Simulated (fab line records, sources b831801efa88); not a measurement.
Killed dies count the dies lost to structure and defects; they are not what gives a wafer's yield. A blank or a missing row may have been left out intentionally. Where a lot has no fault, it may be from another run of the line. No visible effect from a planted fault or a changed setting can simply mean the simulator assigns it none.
A lot that was struck, set against a sound lot ; flow sky130 ; 37 steps out of a route of 708
Sound: wafers L563.1, L563.4, L563.5. The struck wafers were L580.1, L580.3, L580.5. The cause is given at the end.
Per side, at each step with rows, come the tool, then ch with its chambers, and then its first start. Under that, the readings that differ: sound wafers ; struck wafers ; difference of the means ; sigmas: that difference in standard deviations of wafers without a fault.
alike: a reading whose means differ by less than 2 such deviations, as well as words and numbers matching on both sides. not compared: withheld readings; readings where some wafer has no value; bounds like >300 that might hide an equal value; numbers whose values overlap and for which the record gives no deviation.
The two part at a step that has a row with sigmas, a row that says differs or no value, or rows on one side only. Numbers that don't overlap but have no deviation are shown without sigmas and don't part them. A reading that every wafer of one side lacks parts them only if that side has two wafers or more.

first, 10 steps without rows for these wafers: SKY_LDD_LDN_SOFTBAKE_03 (time 60 s); SKY_LDD_LDN_EXPOSE_04 (exposes mask LDNTM, target cd 700 nm); SKY_LDD_LDN_PEB_05; SKY_LDD_LDN_DEVELOP_06 (develop time 60 s); SKY_LDD_LDN_IMPLANT_08; SKY_LDD_LDN_IMPLANT_09; SKY_LDD_LDN_IMPLANT_10; SKY_LDD_LDN_IMPLANT_11; SKY_LDD_LDN_STRIP_12 (strips in O2/N2); SKY_LDD_LDN_CLEAN_14 (cleans in SC1/SC2, time 150 s).
SKY_SPACER_CVD_00: deposits Si3N4 from DCS/NH3, target thk 43.1 nm, time 740 s.
  sound on lpcvd-02 ch 1, day 23 00:25; struck on lpcvd-02 ch 0, day 29 06:22
reading;sound;struck;difference;sigmas
spike-tc-bottom-C (C);790 791 791;768 769 768;-22;-6
spike-tc-centre-C (C);770.5 770.4 769.1;757.0 757.2 756.3;-13.2;-11
spike-tc-lower-C (C);773.4 771.5 770.0;754.5 754.0 755.5;-17.0;-14
spike-tc-top-C (C);782.7 782.4 782.7;766.4 765.9 765.8;-16.6;-15
spike-tc-upper-C (C);772.9 773.0 771.4;755.5 755.4 756.4;-16.7;-11
susceptor-temp-C (C);769.93 770.16 770.25;755.24 755.56 755.16;-14.79;-55
zone-power-lower-pct (%);14.22 13.81 14.26;13.30 13.54 13.35;-0.70;-4
zone-power-upper-pct (%);11.91 12.03 11.82;11.29 11.42 11.17;-0.63;-4
model.Si3N4_of_SPACER_CVD_00.thk-nm (nm);43.43 43.18 43.46;31.81 31.65 31.7;-11.64;
  alike: pressure-mtorr
SKY_SPACER_THK_MEAS_01:
  sound: film-metro-01 at day 23 02:13; struck: film-metro-03 at day 29 08:24
reading;sound;struck;difference;sigmas
SPACER_CVD_00_THK (nm);43.4 43.2 43.5;31.8 31.6 31.8;-11.6;-31
  not compared: hold
SKY_SPACER_ETCHBACK_02: etches Si3N4 in CH3F/O2, stops on SiO2, time 46.7 s, target depth 45 nm.
  sound on rie-diel-04 ch 1,2,3, day 23 02:17; struck on rie-diel-04 ch 1,2, day 29 19:25
reading;sound;struck;difference;sigmas
hold;- - -;await-dispo/11.0h/release await-dispo/11.0h/release await-dispo/11.0h/release;no value on the sound wafers;
oes-product-au (a.u.);0.853 0.853 0.859;0.731 0.726 0.724;-0.128;-21
throttle-valve-pct (%);10.564 10.574 10.560;10.549 10.545 10.550;-0.018;-2
model.etch.depth-nm (nm);43.43 43.18 43.46;31.81 31.65 31.7;-11.64;
  alike: bias-w, drypump-motor-current-A
  not compared: rf-hours-counter-h
then, 22 steps without rows for these wafers: SKY_POLY_CUT_DEHYDRATE_00 (time 60 s); SKY_POLY_CUT_HMDS_01 (prime time 60 s); SKY_POLY_CUT_COAT_02 (resist thk 60 nm); SKY_POLY_CUT_COAT_03 (resist thk 450 nm); SKY_POLY_CUT_SOFTBAKE_04 (time 90 s); SKY_POLY_CUT_EXPOSE_05 (exposes mask NPCM, target cd 270 nm); SKY_POLY_CUT_PEB_06; SKY_POLY_CUT_DEVELOP_07 (develop time 60 s); SKY_POLY_CUT_ETCH_10 (etches BARC in N2/H2, stops on SiO2, time 45.9 s, target depth 60 nm); SKY_POLY_CUT_ETCH_11 (etches Si3N4 in CF4/CH2F2/Ar, stops on poly-Si, time 42.5 s, target depth 60 nm); SKY_POLY_CUT_STRIP_12 (strips in O2/N2); SKY_SD_P_DEHYDRATE_00 (time 60 s); SKY_SD_P_HMDS_01 (prime time 60 s); SKY_SD_P_COAT_02 (resist thk 1140 nm); SKY_SD_P_SOFTBAKE_03 (time 60 s); SKY_SD_P_EXPOSE_04 (exposes mask PSDM, target cd 380 nm); SKY_SD_P_PEB_05; SKY_SD_P_DEVELOP_06 (develop time 60 s); SKY_SD_P_IMPLANT_09; SKY_SD_P_STRIP_10 (strips in O2/N2); SKY_RES_XHIGH_DEHYDRATE_00 (time 60 s); SKY_RES_XHIGH_HMDS_01 (prime time 60 s).
-- the record jumps here: 4 days lie between the struck wafers' starts before and after (it left off in module RES_XHIGH and takes up again in module SALICIDE, whose first step shown is number 361 of the route) --
SKY_SALICIDE_CLEAN_00: cleans in HF-last, time 30 s.
  sound on wet-bench-03 ch 2, day 28 02:01; struck on wet-bench-03 ch 2, day 33 22:14
reading;sound;struck;difference;sigmas
model.Si3N4_of_SPACER_CVD_00.thk-nm (nm);42.43 42.19 42.46;30.84 30.68 30.72;-11.61;
-- the record jumps here: 16 days lie between the struck wafers' starts before and after (it left off in module SALICIDE and takes up again in module PAD_OPEN, whose first step shown is number 708 of the route) --
SKY_PAD_OPEN_PROBE_99:
  sound: prober-02 at day 45 19:33; struck: prober-01 at day 49 23:08
reading;sound;struck;difference;sigmas
model.etest.pfet_01v8.r-on-ohm-um;2763 2783 2857;2510 2528 2520;-282;
model.etest.nfet-g5v0d10v5.r-on-ohm-um;1849 1849 1861;1823 1835 1823;-26;
model.etest.sonos-uncharged.r-on-ohm-um;801.2 804.9 819.6;736.9 735 733.9;-73.3;
model.etest.res-pdiff.line-ohm-um;1383 1380 1410;1353 1364 1369;-29;
model.etest.pfet_01v8.drive-ua-um;203 201 194.1;228.9 227.3 229.9;+29.3;
model.etest.nfet_01v8_lvt.drive-ua-um;582 584.5 570.7;621.1 615.9 604.5;+34.8;
model.etest.sram-nfet-pass.drive-ua-um;503.5 512.5 497.7;536.4 531.2 520.4;+24.8;
  alike: killed_at_M0_to_M3, killed_at_M4_up, killed-at-contacts, killed-at-front-end, killed-at-other, killed-dies, killed-open, killed-short
  not compared: model.etest.pfet-g5v0d10v5.r-on-ohm-um

== WHERE THEY PART ==
At SKY_SPACER_CVD_00 first; at SKY_SPACER_ETCHBACK_02 last (within this record only). Later steps at which nothing parts them and some readings are alike: SKY_PAD_OPEN_PROBE_99.

WHY: what the simulator had put in
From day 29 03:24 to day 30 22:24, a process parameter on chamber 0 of lpcvd-02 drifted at SKY_SPACER_CVD_00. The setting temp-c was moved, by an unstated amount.
